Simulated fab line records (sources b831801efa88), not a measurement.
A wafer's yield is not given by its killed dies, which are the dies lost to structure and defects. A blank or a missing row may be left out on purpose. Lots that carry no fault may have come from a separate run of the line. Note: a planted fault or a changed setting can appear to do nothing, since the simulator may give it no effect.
Lot-split experiment ; flow gf180mcu ; 23 wafers read across 5 lots, on a route 602 steps long

SPLIT DETAILS
At GF_HV_LDD_COAT_41 (resist thk 1000 nm), the setting spin rpm was moved away from the recipe's 3000 rpm on 7 of the 23 wafers read, by -5.4% to +7.2%. This setting was run at the recipe's value on the other wafers.

The reading comes from the split's own step.

THE READING
NOVOLAK_of_HV_LDD_COAT_41.thk nm (the simulator's own value, which no gauge read), in nm, at GF_HV_LDD_COAT_41 (resist thk 1000 nm). The file does not state a usual value for it. The 16 wafers here that ran the recipe average 999.1 nm, standard deviation 1.8 nm.

wafer;tool, chamber at the split;spin rpm as run, rpm;against the recipe;NOVOLAK_of_HV_LDD_COAT_41.thk nm, nm;against lot-mates on the recipe
L074.2;litho track-03, 0;3216;+7.2%;967.1;-31.5
L074.3;litho track-03, 0;3000;recipe;998.8;-
L074.4;litho track-03, 0;3000;recipe;997.9;-
L074.5;litho track-03, 0;3000;recipe;999.1;-
L074.6;litho track-03, 0;3216;+7.2%;967.5;-31.1
L078.1;litho track-03, 0;2838;-5.4%;1028;+28.3
L078.5;litho track-03, 0;2838;-5.4%;1028;+28.3
L078.2;litho track-03, 0;3000;recipe;1000;-
L078.4;litho track-03, 0;3000;recipe;997.1;-
L078.6;litho track-03, 0;3000;recipe;1002;-
L082.2;litho track-02, 0;3000;recipe;999.6;-
L082.3;litho track-02, 0;3000;recipe;999.5;-
L082.4;litho track-02, 0;3000;recipe;1003;-
L084.1;litho track-04, 0;3000;recipe;998.4;-
L084.2;litho track-04, 0;3000;recipe;996.8;-
L084.3;litho track-04, 0;3000;recipe;1000;-
L084.4;litho track-04, 0;3000;recipe;1000;-
L084.6;litho track-04, 0;3000;recipe;999.7;-
L085.1;litho track-03, 0;2850;-5.0%;1024;+26.8
L085.3;litho track-03, 0;2850;-5.0%;1023;+25.8
L085.4;litho track-03, 0;3000;recipe;999.3;-
L085.5;litho track-03, 0;3000;recipe;995.2;-
L085.6;litho track-03, 0;2850;-5.0%;1026;+28.8

FIT RESULTS
A straight line over all 23 wafers: NOVOLAK_of_HV_LDD_COAT_41.thk nm changes by -4.81 nm for each +1% of spin rpm; r = -0.99; the points scatter about the line by 2 nm.
The same after taking each lot's own level away (the mean of its wafers on the recipe; 23 wafers): -4.86 nm for each +1%; r = -0.99; scatter 2 nm.
Per that fit: largest spin rpm move, reading shift of 35 nm.
Measured against the standard deviation above, the lots' own levels, which go from 997.25 to 1000.70 nm, span 1.9 times it.
The two slopes agree, so the slope changes little with the lot-to-lot level.
Check: for one of the wafers moved furthest among these (+7.2%), held out of the fit, the line's prediction against its lot-mates is -35.3 nm. Against them it came out at -31.5 nm.

FURTHER SPLITS ON THESE WAFERS
Before the reading, these wafers also passed through other splits. Each is held against what the fit with the lots' levels taken away leaves over:
other split on the same wafers;wafers away from the commonest value;r with NOVOLAK_of_HV_LDD_COAT_41.thk nm (lot level and that fit taken away)
GF_HV_LDD_COAT_26 resist thk nm;10;-0.30
GF_HV_LDD_IMPLANT_35 dose cm2;5;-0.14

THE WHOLE CHAIN: every reading that the file lists as answering this split, in the file's order
step;what it does;reading;change (the file's fit);r (the file's)
GF_HV_LDD_COAT_41;resist thk 1000 nm;NOVOLAK_of_HV_LDD_COAT_41.thk nm (the simulator's own value, which no gauge read);-4.85 nm for each +1% of the setting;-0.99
GF_HV_LDD_STRIP_49;strips in O2/N2;strip time to endpoint s;withheld for each +1% of the setting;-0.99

FILE'S OWN FIT
NOVOLAK_of_HV_LDD_COAT_41.thk nm changes by -4.85 nm for each +1% of spin rpm, r = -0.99.
